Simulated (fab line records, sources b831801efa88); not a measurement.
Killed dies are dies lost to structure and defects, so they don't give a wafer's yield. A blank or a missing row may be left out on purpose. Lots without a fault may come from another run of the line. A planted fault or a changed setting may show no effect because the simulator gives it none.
Chamber matching | flow gf180mcu | GF_STI_ETCH_14 on rie_si-02: 4 sister chambers
The step etches Si in HBr/Cl2/O2, target depth 360 nm, time 102.9 s. 4 wafers are shown with their chamber, then 8 later ones without.

WAFERS WITH THEIR CHAMBER
wafer  | chamber | drypump_motor_current_A (A)
L510.3 | 1       | 5.8
L510.5 | 3       | 6.0
L510.6 | 0       | 4.8
L511.3 | 2       | 6.1

WAFERS WITHOUT THEIR CHAMBER
wafer  | drypump_motor_current_A (A)
L511.4 | 5.8
L511.6 | 4.7
L512.1 | 5.8
L512.5 | 5.9
L512.6 | 4.8
L516.1 | 6.1
L516.2 | 4.8
L516.3 | 5.8

WHICH CHAMBER EACH WENT THROUGH
wafer  | from the rows above     | in truth
L511.4 | 1                       | 1
L511.6 | 0                       | 0
L512.1 | 1                       | 1
L512.5 | can't be placed: 3 or 1 | 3
L512.6 | 0                       | 0
L516.1 | 2                       | 2
L516.2 | 0                       | 0
L516.3 | 1                       | 1
Placed correctly: 7 of 8. Can't be placed from these rows: 1 (the true chamber is among the candidates in 1). Placed wrongly: 0.
How it was worked out, from the rows above alone: a wafer's distance from a chamber is the root of the sum, over the readings, of the square of ((its reading less the chamber's mean) divided by the reading's scatter). The wafer belongs to the nearest chamber; if the next one is less than 2 further off, it can't be placed. A chamber's mean is the mean of its shown wafers. The scatter: with one shown wafer a chamber, the root of the mean of the squares of how far each hidden wafer lies from its nearest shown one.
